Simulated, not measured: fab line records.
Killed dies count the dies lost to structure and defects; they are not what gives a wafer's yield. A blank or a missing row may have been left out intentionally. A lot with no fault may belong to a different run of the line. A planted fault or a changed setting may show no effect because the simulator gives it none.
Problem report, 8D (eight disciplines) form, completed by code :: flow gf180mcu :: the parts of the form that need people (team, actions taken, sign-off) are left out

== 1. PROBLEM STATEMENT ==
Wafers free of any fault read 2404 (standard deviation 25) for HV_LDD_TW at GF_HV_LDD_TW_MEAS_11, against a mean of 2287 on 6 wafers of 2 lots. That is -4.7 standard deviations from the usual mean.
First seen on wafer L475.1, day 12 04:30, on film_metro-01. The record has a number at this step for 36 wafers belonging to 12 lots. By rule, "out" or "out of limits" means more than 4 standard deviations away from the usual mean. Any other wafer with a number is counted as sound.

== 2. WHAT IT IS, AND WHAT IT ISN'T ==
question: which readings at this step
is: HV_LDD_TW
is not: -

question: which lots
is: L475, L476
is not: L468, L469, L470, L479, L481, L483, L487, L488, L489, L490

question: which wafers of those lots
is: all that have a number
is not: -

question: read on which gauges
is: film_metro-01
is not: film_metro-02, film_metro-04

question: when
is: from day 12 04:30
is not: up to then (9 sound wafers); but 21 sound wafers of L479, L481, L483, L487, L488, L489, L490 came after

== 3. WHAT RULES OUT EACH SUSPECT ==
Counting: a tool at any process step up to the reading remains a suspect when it ran all the lots that are out and ran no sound lot after the first of those.
- the gauge at GF_HV_LDD_TW_MEAS_11 is ruled out. All the wafers that are out were read on film_metro-01, but those of them that GF_HV_LDD_IMPLANT_09 has rows for are out there too, on other tools.
- implanter-02 at GF_HV_LDD_IMPLANT_09: kept. All lots that are out passed through it, beginning with L475 at day 12 04:15, and no sound lot followed; its final sound lot before that point was L470 at day 10 17:17. On those wafers its own readings are out: dose_ions_cm2, faraday_current_uA.
Left after counting: implanter-02 at GF_HV_LDD_IMPLANT_09.

== 4. THE CAUSE (what the simulator had put in) ==
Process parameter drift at GF_HV_LDD_IMPLANT_09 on implanter-02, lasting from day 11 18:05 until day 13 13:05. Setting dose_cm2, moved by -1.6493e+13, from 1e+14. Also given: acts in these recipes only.
The count eliminated every tool but this one.

== 5. SEQUENCE OF EFFECTS, ordered by route ==
Rows list readings where the struck wafers' mean (over those with a number) sits beyond 3 standard deviations from the usual. Scope: only readings with a usual standard deviation given in the record; hours: median across lots of the time from each lot's start at the first step in this table that gives one to its start at this step; sigmas: change in usual standard deviations.
hours: 0
step: GF_HV_LDD_IMPLANT_09
reading: dose_ions_cm2
usual: 1.0001e+14
on struck wafers: 8.3493e+13
change: -1.6517e+13
sigmas: -99 or more

hours: 0
step: GF_HV_LDD_IMPLANT_09
reading: faraday_current_uA
usual: 564
on struck wafers: 474
change: -90
sigmas: -8.1

hours: 0
step: GF_HV_LDD_TW_MEAS_11
reading: HV_LDD_TW
usual: 2404
on struck wafers: 2287
change: -117
sigmas: -4.7

hours: 62
step: GF_HV_LDD_RS_MEAS_53
reading: HV_LDD_RS
usual: 418.6 ohm/sq
on struck wafers: 451.5
change: +32.9
sigmas: +34
The process steps in it:
- GF_HV_LDD_IMPLANT_09
Later measuring or inspecting steps at which every struck wafer that the step has a row for has a number for every such reading, and none has moved that far: GF_M1_OVL_MEAS_15.

== 6. WHAT WOULD HAVE CAUGHT IT SOONER ==
Counted from the fault's start at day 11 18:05, it took 10 hours until the first out-of-limits reading at a measuring or inspecting step in this record, taken at day 12 04:30.
The tool's own readings at GF_HV_LDD_IMPLANT_09 were out on every struck wafer that the step has a row for (dose_ions_cm2, faraday_current_uA): an alarm limit on them would have fired on the first of those.
Lots out: 2; of these, L476 started GF_HV_LDD_IMPLANT_09 on implanter-02 after day 12 04:30. Holding the tool at that time would have saved it.
